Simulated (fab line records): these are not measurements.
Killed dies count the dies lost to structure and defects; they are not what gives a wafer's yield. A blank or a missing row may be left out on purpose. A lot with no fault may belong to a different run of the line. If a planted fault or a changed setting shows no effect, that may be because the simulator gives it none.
Which tool did it? + flow gf180mcu + 39 wafers from 13 lots sampled at 5 of the route's 602 steps

WHAT THE GAUGES SHOWED, per wafer
GF_VT_IMPLANT_OVL_MEAS_18. Usual: VT_IMPLANT_01_OVL typically reads -0.1 nm, with standard deviation 1.4.
| lot  | measured     | on         | VT_IMPLANT_01_OVL (nm) | flag |
|------|--------------|------------|------------------------|------|
| L609 | day 6 06:02  | overlay-01 | 1.0 0.5 -0.9           |      |
| L610 | day 6 17:14  | overlay-01 | -1.7 -1.0 -2.2         |      |
| L612 | day 7 03:53  | overlay-01 | -1.6 -1.9 -1.5         |      |
| L615 | day 8 00:07  | overlay-02 | 0.3 -0.7 -0.7          |      |
| L616 | day 8 04:02  | overlay-02 | 0.0 0.2 -0.4           |      |
| L622 | day 9 18:53  | overlay-01 | -0.9 -0.9 -1.2         |      |
| L623 | day 10 01:47 | overlay-02 | 1.0 1.6 1.7            |      |
| L624 | day 10 06:40 | overlay-02 | 2.1 0.6 -0.8           |      |
| L625 | day 10 14:04 | overlay-01 | -0.9 -0.3 -2.3         |      |
| L628 | day 11 10:58 | overlay-01 | 2.5 -0.8 1.2           |      |
| L629 | day 11 15:31 | overlay-02 | 0.5 -1.4 -0.3          |      |
| L630 | day 11 21:59 | overlay-01 | -2.6 0.5 -1.4          |      |
| L632 | day 12 12:46 | overlay-01 | -1.3 -2.5 -2.1         |      |

GF_VT_IMPLANT_RS_MEAS_49: uses a four-point probe to measure. Usual: MVPSD_RS typically reads 1167.7 ohm/sq, with standard deviation 2.9.
| lot  | measured     | on            | MVPSD_RS (ohm/sq)    | flag |
|------|--------------|---------------|----------------------|------|
| L609 | day 7 14:26  | film-metro-01 | 1168.1 1165.5 1170.1 |      |
| L610 | day 8 02:19  | film-metro-04 | 1163.5 1169.5 1167.0 |      |
| L612 | day 8 13:44  | film-metro-04 | 1167.3 1170.9 1168.7 |      |
| L615 | day 9 11:38  | film-metro-04 | 1174.0 1170.6 1170.3 |      |
| L616 | day 9 15:53  | film-metro-03 | 1172.1 1165.4 1169.7 |      |
| L622 | day 11 09:27 | film-metro-01 | 1168.3 1166.6 1167.5 |      |
| L623 | day 11 16:06 | film-metro-04 | 1167.5 1174.1 1169.3 |      |
| L624 | day 11 20:47 | film-metro-03 | 1163.9 1165.4 1166.5 |      |
| L625 | day 12 05:06 | film-metro-04 | 1163.8 1164.8 1164.4 |      |
| L628 | day 13 02:53 | film-metro-03 | 1166.3 1164.1 1162.1 |      |
| L629 | day 13 07:20 | film-metro-01 | 1170.0 1168.3 1169.0 |      |
| L630 | day 13 15:03 | film-metro-03 | 1171.7 1169.3 1168.8 |      |
| L632 | day 14 05:59 | film-metro-04 | 1167.4 1165.4 1169.8 |      |

GF_DUAL_GATE_THK_MEAS_03. Usual: DUAL_GATE_OXIDATION_00_THK typically reads 10.86 nm, with standard deviation 0.26.
| lot  | measured     | on            | DUAL_GATE_OXIDATION_00_THK (nm) | flag |
|------|--------------|---------------|---------------------------------|------|
| L609 | day 7 16:38  | film-metro-01 | 11.03 10.82 10.94               |      |
| L610 | day 8 04:05  | film-metro-02 | 10.97 11.16 11.01               |      |
| L612 | day 8 15:29  | film-metro-04 | 11.33 11.01 11.06               |      |
| L615 | day 9 13:23  | film-metro-01 | 14.38 14.30 14.29               | OFF  |
| L616 | day 9 17:38  | film-metro-02 | 14.67 14.42 14.50               | OFF  |
| L622 | day 11 11:11 | film-metro-01 | 10.85 10.85 10.84               |      |
| L623 | day 11 17:50 | film-metro-04 | 10.83 10.63 10.75               |      |
| L624 | day 11 22:41 | film-metro-02 | 10.85 10.66 10.97               |      |
| L625 | day 12 06:50 | film-metro-02 | 10.94 10.77 10.93               |      |
| L628 | day 13 05:26 | film-metro-01 | 11.12 11.16 11.14               |      |
| L629 | day 13 09:32 | film-metro-04 | 11.08 11.02 10.80               |      |
| L630 | day 13 16:47 | film-metro-04 | 10.80 10.73 10.87               |      |
| L632 | day 14 08:10 | film-metro-02 | 10.69 10.55 10.47               |      |

WHICH TOOL RAN EACH LOT (tool, then ch and the chambers of the sampled wafers, then the start)
| lot  | GF_VT_IMPLANT_STRIP_42               | GF_DUAL_GATE_OXIDATION_02     |
|------|--------------------------------------|-------------------------------|
| L609 | plasma-asher-04 ch 0,1, day 7 13:44  | furnace-01 ch 0, day 7 15:11  |
| L610 | plasma-asher-03 ch 0,1, day 8 01:38  | furnace-01 ch 0, day 8 02:37  |
| L612 | plasma-asher-03 ch 0,1, day 8 13:03  | furnace-01 ch 0, day 8 14:02  |
| L615 | plasma-asher-02 ch 1, day 9 10:51    | furnace-01 ch 0, day 9 11:56  |
| L616 | plasma-asher-02 ch 0,1, day 9 15:12  | furnace-01 ch 0, day 9 16:11  |
| L622 | plasma-asher-03 ch 0, day 11 08:46   | furnace-02 ch 0, day 11 09:44 |
| L623 | plasma-asher-02 ch 0,1, day 11 15:25 | furnace-02 ch 0, day 11 16:23 |
| L624 | plasma-asher-04 ch 0,1, day 11 20:07 | furnace-02 ch 0, day 11 21:14 |
| L625 | plasma-asher-04 ch 0, day 12 04:25   | furnace-01 ch 0, day 12 05:23 |
| L628 | plasma-asher-03 ch 0,1, day 13 02:13 | furnace-01 ch 0, day 13 03:59 |
| L629 | plasma-asher-03 ch 0,1, day 13 06:40 | furnace-01 ch 0, day 13 08:05 |
| L630 | plasma-asher-03 ch 0,1, day 13 14:22 | furnace-02 ch 0, day 13 15:20 |
| L632 | plasma-asher-04 ch 0,1, day 14 05:19 | furnace-02 ch 0, day 14 06:43 |
- GF_VT_IMPLANT_STRIP_42: strips in O2/N2.
- GF_DUAL_GATE_OXIDATION_02: stabilise 600 s, purge 300 s, target thk 10.887 nm.

AS READ BY THE TOOLS THEMSELVES (means over the sampled wafers that have a number; for cases with no such wafer, the mark the record gives instead)
GF_VT_IMPLANT_STRIP_42. Usual: drypump-motor-current-A 5.8 A, standard deviation 0.41; heater-power-w 302 W, standard deviation 26; oes-product-au 0.716 a.u., standard deviation 0.0044; strip-time-to-endpoint-s 12.633 s, standard deviation 0.027.
| lot  | tool            | drypump-motor-current-A (A) | heater-power-w (W) | oes-product-au (a.u.) | strip-time-to-endpoint-s (s) | flag |
|------|-----------------|-----------------------------|--------------------|-----------------------|------------------------------|------|
| L609 | plasma-asher-04 | 5.6                         | 298                | 0.717                 | 12.669                       |      |
| L610 | plasma-asher-03 | 5.6                         | 294                | 0.713                 | 12.628                       |      |
| L612 | plasma-asher-03 | 5.6                         | 282                | 0.725                 | 12.630                       |      |
| L615 | plasma-asher-02 | 6.6                         | 282                | 0.718                 | 12.610                       |      |
| L616 | plasma-asher-02 | 6.4                         | 332                | 0.715                 | 12.686                       |      |
| L622 | plasma-asher-03 | 5.6                         | 281                | 0.717                 | 12.657                       |      |
| L623 | plasma-asher-02 | 6.4                         | 333                | 0.713                 | 12.675                       |      |
| L624 | plasma-asher-04 | 5.5                         | 302                | 0.719                 | 12.641                       |      |
| L625 | plasma-asher-04 | 5.5                         | 321                | 0.713                 | 12.595                       |      |
| L628 | plasma-asher-03 | 5.6                         | 294                | 0.716                 | 12.630                       |      |
| L629 | plasma-asher-03 | 5.6                         | 282                | 0.716                 | 12.618                       |      |
| L630 | plasma-asher-03 | 5.6                         | 289                | 0.712                 | 12.622                       |      |
| L632 | plasma-asher-04 | 5.5                         | 299                | 0.716                 | 12.632                       |      |

GF_DUAL_GATE_OXIDATION_02. Usual: spike-tc-bottom-C 916.9 C, standard deviation 2.7; spike-tc-lower-C 898.1 C, standard deviation 1.2.
| lot  | tool       | spike-tc-bottom-C (C) | spike-tc-lower-C (C) | flag |
|------|------------|-----------------------|----------------------|------|
| L609 | furnace-01 | 919.3                 | 897.8                |      |
| L610 | furnace-01 | 919.3                 | 897.6                |      |
| L612 | furnace-01 | 919.2                 | 898.3                |      |
| L615 | furnace-01 | 919.8                 | 898.0                |      |
| L616 | furnace-01 | 919.1                 | 896.4                |      |
| L622 | furnace-02 | 914.3                 | 898.0                |      |
| L623 | furnace-02 | 914.3                 | 898.1                |      |
| L624 | furnace-02 | 913.9                 | 899.0                |      |
| L625 | furnace-01 | 919.6                 | 896.7                |      |
| L628 | furnace-01 | 918.9                 | 897.7                |      |
| L629 | furnace-01 | 918.5                 | 897.4                |      |
| L630 | furnace-02 | 914.1                 | 898.7                |      |
| L632 | furnace-02 | 914.3                 | 899.1                |      |

THE ANSWER, worked out from the rows above alone
Rule: a lot counts as off when the mean over its wafers that have a number is more than 3 standard deviations away from the usual mean. Also off: a lot with no number at a reading for which 4 or more lots have one. Any other lot the step has rows for is counted as sound. Order of review: gauges by route order, followed by the tools' own readings, for which a lot's mean as printed above is used. The first step at which some lot is off is used, and at that step the reading that is off furthest; a lot without a number counts as furthest.
Off: at GF_DUAL_GATE_THK_MEAS_03 (DUAL_GATE_OXIDATION_00_THK), L615, L616.
If a tool, at a process step before that reading, ran all the lots that are off and no sound lot after the first of them, it fits. Gauges at GF_DUAL_GATE_THK_MEAS_03: tried the same way as those tools. Of those tried, none fits.

WHAT WAS PUT IN BY THE SIMULATOR
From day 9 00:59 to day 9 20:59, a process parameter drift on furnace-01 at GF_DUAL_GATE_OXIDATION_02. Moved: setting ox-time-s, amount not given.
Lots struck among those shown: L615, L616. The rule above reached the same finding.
